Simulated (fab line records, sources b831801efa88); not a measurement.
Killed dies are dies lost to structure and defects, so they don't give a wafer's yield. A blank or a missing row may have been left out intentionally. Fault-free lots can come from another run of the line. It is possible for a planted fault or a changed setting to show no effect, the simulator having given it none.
Which tool did it? | flow gf180mcu | Sampling: 11 lots, 33 wafers, 6 of 602 route steps

## WHAT THE GAUGES READ, wafer by wafer
GF_CONTACT_THK_MEAS_26: measures by xrf.
lot  | measured     | on            | CONTACT_W_THK (nm)
L382 | day 16 06:29 | film metro-01 | 306 301 308
L384 | day 17 01:02 | film metro-02 | 309 313 308
L385 | day 17 10:07 | film metro-02 | 314 315 319
L389 | day 18 18:55 | film metro-01 | 302 302 304
L390 | day 19 14:08 | film metro-04 | 303 304 306
L392 | day 20 08:02 | film metro-04 | 305 310 304
L398 | day 22 21:24 | film metro-04 | 311 314 315
L399 | day 23 02:00 | film metro-01 | 307 304 308
L400 | day 23 11:04 | film metro-04 | 306 305 312
L403 | day 24 04:17 | film metro-04 | 306 305 306
L404 | day 24 08:34 | film metro-01 | 304 304 307

GF_M1_RS_MEAS_05: a four-point-probe measurement.
lot  | measured     | on            | M1_ALCU_RS (ohm/sq)
L382 | day 16 07:06 | film metro-04 | 0.0693 0.0690 0.0686
L384 | day 17 01:37 | film metro-03 | 0.0697 0.0702 0.0699
L385 | day 17 10:43 | film metro-03 | 0.0687 0.0686 0.0685
L389 | day 18 19:30 | film metro-03 | 0.0679 0.0675 0.0683
L390 | day 19 14:43 | film metro-03 | 0.0681 0.0685 0.0681
L392 | day 20 08:55 | film metro-04 | 0.0689 0.0688 0.0686
L398 | day 22 21:59 | film metro-03 | 7.1260 7.1619 7.0971
L399 | day 23 02:35 | film metro-01 | 7.1408 7.1494 7.1279
L400 | day 23 11:40 | film metro-04 | 7.1144 7.1070 7.0755
L403 | day 24 04:52 | film metro-01 | 0.0693 0.0693 0.0692
L404 | day 24 09:09 | film metro-03 | 0.0687 0.0675 0.0684

GF_M1_THK_MEAS_06: measures by xrf.
lot  | measured     | on            | M1_ALCU_THK (nm)
L382 | day 16 07:11 | film metro-04 | 451 455 456
L384 | day 17 01:44 | film metro-03 | 449 445 447
L385 | day 17 10:49 | film metro-03 | 456 455 455
L389 | day 18 19:37 | film metro-03 | 460 464 457
L390 | day 19 14:50 | film metro-03 | 457 455 458
L392 | day 20 09:01 | film metro-04 | 456 459 458
L398 | day 22 22:06 | film metro-03 | <0 <0 <0
L399 | day 23 02:42 | film metro-01 | <0 <0 <0
L400 | day 23 11:46 | film metro-04 | <0 <0 <0
L403 | day 24 04:59 | film metro-01 | 445 448 448
L404 | day 24 09:16 | film metro-03 | 457 462 460

## EACH LOT AND THE TOOL THAT RAN IT (in order: tool; ch and the chambers of the sampled wafers; start)
lot  | GF_CONTACT_CVD_02               | GF_CONTACT_STRIP_18                  | GF_M1_SPUTTER_02
L382 | pecvd-02 ch 0,1,2, day 15 06:48 | plasma asher-03 ch 0,1, day 16 05:53 | pvd sputter-02, day 16 06:57
L384 | pecvd-03 ch 1,2, day 16 01:49   | plasma asher-01 ch 0,1, day 17 00:23 | pvd sputter-02, day 17 01:31
L385 | pecvd-02 ch 0,2, day 16 09:48   | plasma asher-04 ch 0,1, day 17 09:28 | pvd sputter-02, day 17 10:35
L389 | pecvd-04 ch 0,1, day 17 17:45   | plasma asher-01 ch 0,1, day 18 18:17 | pvd sputter-02, day 18 19:23
L390 | pecvd-02 ch 1, day 18 12:00     | plasma asher-04 ch 0,1, day 19 13:31 | pvd sputter-01, day 19 14:37
L392 | pecvd-03 ch 1,2, day 19 06:13   | plasma asher-03 ch 0,1, day 20 07:23 | pvd sputter-02, day 20 08:47
L398 | pecvd-03 ch 1,2, day 21 20:12   | plasma asher-04 ch 0,1, day 22 20:40 | pvd sputter-03, day 22 21:53
L399 | pecvd-02 ch 1,2, day 22 01:37   | plasma asher-03 ch 0, day 23 01:10   | pvd sputter-01, day 23 02:29
L400 | pecvd-02 ch 0,1,2, day 22 10:47 | plasma asher-04 ch 0, day 23 10:26   | pvd sputter-02, day 23 11:33
L403 | pecvd-02 ch 0,1, day 23 04:26   | plasma asher-04 ch 1, day 24 03:38   | pvd sputter-02, day 24 04:46
L404 | pecvd-04 ch 0,1,2, day 23 08:31 | plasma asher-04 ch 0,1, day 24 07:56 | pvd sputter-03, day 24 09:04
- GF_CONTACT_CVD_02: deposits SiO2 from TEOS, target thk 860 nm, time 95.992 s.
- GF_CONTACT_STRIP_18: strips in O2/N2.
- GF_M1_SPUTTER_02: material AlCu, target thk 450 nm, time 23.9 s.

## AS READ BY THE TOOLS THEMSELVES (means over the sampled wafers that have a number; for cases with no such wafer, the mark the record gives instead)
GF_CONTACT_CVD_02.
lot  | tool     | heater power w (W)
L382 | pecvd-02 | 658
L384 | pecvd-03 | 790
L385 | pecvd-02 | 673
L389 | pecvd-04 | 690
L390 | pecvd-02 | 704
L392 | pecvd-03 | 795
L398 | pecvd-03 | 809
L399 | pecvd-02 | 636
L400 | pecvd-02 | 653
L403 | pecvd-02 | 730
L404 | pecvd-04 | 729

GF_CONTACT_STRIP_18.
lot  | tool            | drypump motor current A (A) | heater power w (W) | oes product au (a.u.)
L382 | plasma asher-03 | 5.9                         | 333                | 0.583
L384 | plasma asher-01 | 5.5                         | 335                | 0.579
L385 | plasma asher-04 | 4.9                         | 344                | 0.577
L389 | plasma asher-01 | 5.5                         | 338                | 0.579
L390 | plasma asher-04 | 4.9                         | 345                | 0.587
L392 | plasma asher-03 | 6.0                         | 329                | 0.572
L398 | plasma asher-04 | 4.9                         | 349                | 0.582
L399 | plasma asher-03 | 6.5                         | 320                | 0.581
L400 | plasma asher-04 | 5.0                         | 339                | 0.584
L403 | plasma asher-04 | 4.8                         | 350                | 0.575
L404 | plasma asher-04 | 4.9                         | 350                | 0.580

GF_M1_SPUTTER_02.
lot  | tool           | cathode dc power W (W) | chamber pressure pa (Pa) | throttle valve pct (%)
L382 | pvd sputter-02 | 10601                  | 0.4002                   | 30.9
L384 | pvd sputter-02 | 10601                  | 0.4002                   | 31.2
L385 | pvd sputter-02 | 10599                  | 0.4000                   | 31.0
L389 | pvd sputter-02 | 10600                  | 0.4001                   | 31.2
L390 | pvd sputter-01 | 10600                  | 0.4001                   | 29.0
L392 | pvd sputter-02 | 10601                  | 0.3993                   | 30.6
L398 | pvd sputter-03 | -                      | -                        | -
L399 | pvd sputter-01 | -                      | -                        | -
L400 | pvd sputter-02 | -                      | -                        | -
L403 | pvd sputter-02 | 10601                  | 0.4001                   | 31.5
L404 | pvd sputter-03 | 10600                  | 0.3998                   | 29.7

## THE ANSWER, worked out from the rows above alone
Rule: usual is defined by the lots themselves. Put in order of their means at a reading, lots are off if they are a third of the lots or fewer, leave a main group of 4 or more, and stand apart from it by a gap of 3 or more times the standard deviation of the main group's means; of several such gaps the widest counts. If all means in a main group match to the digits the tables above print for the reading, that group is not used. Also off: a lot with no number at a reading for which 4 or more lots have one. Any other lot the step has rows for is counted as sound. First the gauges in route order, then the tools' own readings, where a lot's mean is used as printed above. The first step at which some lot is off is used, and at that step the reading that is off furthest; a lot without a number counts as furthest.
Off: at GF_M1_RS_MEAS_05 (M1_ALCU_RS), L398, L399, L400. The main group: mean 0.0687 ohm/sq, standard deviation 0.00062.
If a tool, at a process step before that reading, ran all the lots that are off and no sound lot after the first of them, it fits. The gauges at GF_M1_RS_MEAS_05 aren't tried: what is off there is off at GF_M1_SPUTTER_02 too, on other tools, and a gauge's error can't cause that. Not one of the candidates tried fits.

## WHAT THE SIMULATOR HAD INSERTED
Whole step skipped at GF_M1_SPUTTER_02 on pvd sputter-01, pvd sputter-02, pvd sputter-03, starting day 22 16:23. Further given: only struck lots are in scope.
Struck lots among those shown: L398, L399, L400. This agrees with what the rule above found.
